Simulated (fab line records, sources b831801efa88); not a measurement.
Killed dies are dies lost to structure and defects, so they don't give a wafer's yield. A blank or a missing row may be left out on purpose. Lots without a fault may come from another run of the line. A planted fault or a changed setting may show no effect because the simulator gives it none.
Which tool did it? | flow sfq_line | 15 lots, 45 wafers sampled, at 3 steps of a route of 325

WHAT THE GAUGES READ, wafer by wafer
SFQ_M2_RS_MEAS_914: measures by four-point-probe.
lot  | measured     | on            | M2_NB_RS (ohm/sq)
L310 | day 17 09:01 | film_metro-04 | 0.885 0.874 0.901
L311 | day 17 19:49 | film_metro-04 | 0.891 0.886 0.888
L312 | day 18 13:52 | film_metro-04 | 0.878 0.885 0.877
L313 | day 19 04:01 | film_metro-03 | 0.870 0.860 0.873
L314 | day 19 07:38 | film_metro-02 | 0.896 0.893 0.888
L316 | day 20 06:27 | film_metro-04 | 0.875 0.872 0.855
L317 | day 20 13:38 | film_metro-02 | 0.885 0.904 0.884
L318 | day 20 20:49 | film_metro-03 | 0.861 0.885 0.887
L319 | day 20 23:14 | film_metro-02 | 0.874 0.883 0.886
L320 | day 21 10:02 | film_metro-03 | 0.895 0.891 0.884
L322 | day 22 04:02 | film_metro-03 | 0.886 0.895 0.889
L323 | day 22 08:49 | film_metro-03 | 0.876 0.873 0.875
L329 | day 24 14:12 | film_metro-04 | 0.888 0.878 0.886
L331 | day 25 03:32 | film_metro-04 | 0.897 0.898 0.888
L332 | day 25 09:31 | film_metro-04 | 0.880 0.890 0.900

WHICH TOOL RAN EACH LOT (tool, then ch and the chambers of the sampled wafers, then the start)
lot  | SFQ_TRILAYER_I1_VIA_BARC_OPEN_VIA_ETCH_071 | SFQ_TRILAYER_I1_VIA_ETCH_VIA_ETCH_052
L310 | rie_diel-04 ch 2,3, day 17 07:58           | rie_diel-04 ch 2,3, day 17 08:01
L311 | rie_diel-01 ch 1,3, day 17 18:46           | rie_diel-01 ch 1,3, day 17 18:49
L312 | rie_diel-04 ch 0,1, day 18 12:46           | rie_diel-04 ch 0,1, day 18 12:49
L313 | rie_diel-01 ch 0,2,3, day 19 02:58         | rie_diel-01 ch 0,2,3, day 19 03:01
L314 | rie_diel-01 ch 0,2, day 19 06:34           | rie_diel-01 ch 0,2, day 19 06:37
L316 | rie_diel-02 ch 1,3, day 20 05:22           | rie_diel-02 ch 1,3, day 20 05:25
L317 | rie_diel-01 ch 0,2,3, day 20 12:34         | rie_diel-01 ch 0,2,3, day 20 12:37
L318 | rie_diel-01 ch 1,2, day 20 19:46           | rie_diel-01 ch 1,2, day 20 19:49
L319 | rie_diel-02 ch 0,3, day 20 22:10           | rie_diel-02 ch 0,3, day 20 22:13
L320 | rie_diel-01 ch 0,1, day 21 08:58           | rie_diel-01 ch 0,1, day 21 09:01
L322 | rie_diel-01 ch 0,1,2, day 22 02:58         | rie_diel-01 ch 0,1,2, day 22 03:01
L323 | rie_diel-01 ch 0,3, day 22 07:46           | rie_diel-01 ch 0,3, day 22 07:49
L329 | rie_diel-04 ch 0,1,3, day 24 13:08         | rie_diel-04 ch 0,1,3, day 24 13:10
L331 | rie_diel-02 ch 2,3, day 25 02:28           | rie_diel-02 ch 2,3, day 25 02:30
L332 | rie_diel-04 ch 0,1,2, day 25 08:28         | rie_diel-04 ch 0,1,2, day 25 08:30
- SFQ_TRILAYER_I1_VIA_BARC_OPEN_VIA_ETCH_071: etches BARC in O2, target depth 125 nm, time 41.7 s.
- SFQ_TRILAYER_I1_VIA_ETCH_VIA_ETCH_052: etches SiO2 in CHF3, stops on Nb, target depth 260 nm.

WHAT THE TOOLS THEMSELVES READ (means of the sampled wafers that have a number; where no wafer has one, the mark that the record gives instead)
SFQ_TRILAYER_I1_VIA_BARC_OPEN_VIA_ETCH_071.
lot  | tool        | bias_w (W) | drypump_motor_current_A (A) | oes_product_au (a.u.) | rf_fwd_power_W (W)
L310 | rie_diel-04 | 80.22      | 5.8                         | 0.690                 | 493.8
L311 | rie_diel-01 | 80.08      | 5.5                         | 0.682                 | 492.7
L312 | rie_diel-04 | 79.92      | 5.2                         | 0.686                 | 494.5
L313 | rie_diel-01 | 80.03      | 5.3                         | 0.688                 | 495.1
L314 | rie_diel-01 | 80.19      | 5.0                         | 0.687                 | 496.3
L316 | rie_diel-02 | 79.91      | 6.0                         | 0.684                 | 495.2
L317 | rie_diel-01 | 79.84      | 5.3                         | 0.682                 | 496.5
L318 | rie_diel-01 | 80.08      | 5.1                         | 0.685                 | 495.3
L319 | rie_diel-02 | 80.11      | 5.7                         | 0.692                 | 495.1
L320 | rie_diel-01 | 80.19      | 5.3                         | 0.688                 | 495.8
L322 | rie_diel-01 | 80.19      | 5.1                         | 0.682                 | 496.8
L323 | rie_diel-01 | 79.99      | 5.5                         | 0.683                 | 495.4
L329 | rie_diel-04 | 80.05      | 5.6                         | 0.685                 | 492.3
L331 | rie_diel-02 | 79.76      | 5.8                         | 0.687                 | 493.0
L332 | rie_diel-04 | 80.15      | 5.4                         | 0.681                 | 494.2

SFQ_TRILAYER_I1_VIA_ETCH_VIA_ETCH_052.
lot  | tool        | bias_w (W) | drypump_motor_current_A (A) | oes_product_au (a.u.) | rf_fwd_power_W (W)
L310 | rie_diel-04 | 80.23      | 5.8                         | 0.851                 | 499.0
L311 | rie_diel-01 | 79.97      | 5.5                         | 0.848                 | 497.6
L312 | rie_diel-04 | 80.11      | 5.2                         | 0.852                 | 495.6
L313 | rie_diel-01 | 80.03      | 5.3                         | 0.860                 | 498.2
L314 | rie_diel-01 | 80.03      | 5.0                         | 0.853                 | 498.5
L316 | rie_diel-02 | 79.99      | 6.0                         | 0.848                 | 500.4
L317 | rie_diel-01 | 79.81      | 5.3                         | 0.859                 | 497.6
L318 | rie_diel-01 | 80.09      | 5.1                         | 0.849                 | 498.0
L319 | rie_diel-02 | 80.00      | 5.7                         | 0.855                 | 498.0
L320 | rie_diel-01 | 90.95      | 5.3                         | 0.847                 | 498.7
L322 | rie_diel-01 | 85.67      | 5.1                         | 0.851                 | 498.3
L323 | rie_diel-01 | 91.11      | 5.5                         | 0.852                 | 499.2
L329 | rie_diel-04 | 80.00      | 5.6                         | 0.851                 | 497.5
L331 | rie_diel-02 | 79.85      | 5.8                         | 0.851                 | 498.8
L332 | rie_diel-04 | 80.12      | 5.4                         | 0.855                 | 497.9

THE ANSWER, worked out from the rows above alone
Rule: what is usual is taken from the lots themselves. Put in order of their means at a reading, lots are off if they are a third of the lots or fewer, leave a main group of 4 or more, and stand apart from it by a gap of 3 or more times the standard deviation of the main group's means; of several such gaps the widest counts. A main group whose means are all the same, to the digits that the tables above print for the reading, isn't used. A lot without any number at a reading at which 4 lots or more have one is off too. The other lots that the step has rows for count as sound. The gauges are gone through in route order, then the tools' own readings, and for those a lot's mean is taken as printed above. The first step at which some lot is off is used, and at that step the reading that is off furthest; a lot without a number counts as furthest.
Off: L320, L322, L323, at SFQ_TRILAYER_I1_VIA_ETCH_VIA_ETCH_052 (bias_w). The main group: mean 80.02 W, standard deviation 0.11.
A tool fits if, at that step or a process step before it, it ran every lot that is off, and no sound lot after the first of them. One fits: rie_diel-01 at SFQ_TRILAYER_I1_VIA_BARC_OPEN_VIA_ETCH_071 and SFQ_TRILAYER_I1_VIA_ETCH_VIA_ETCH_052. At SFQ_TRILAYER_I1_VIA_BARC_OPEN_VIA_ETCH_071 its last sound lot is L318 (day 20 19:46), its first lot that is off L320 (day 21 08:58): a fault that began between those two fits.

WHAT THE SIMULATOR HAD PUT IN
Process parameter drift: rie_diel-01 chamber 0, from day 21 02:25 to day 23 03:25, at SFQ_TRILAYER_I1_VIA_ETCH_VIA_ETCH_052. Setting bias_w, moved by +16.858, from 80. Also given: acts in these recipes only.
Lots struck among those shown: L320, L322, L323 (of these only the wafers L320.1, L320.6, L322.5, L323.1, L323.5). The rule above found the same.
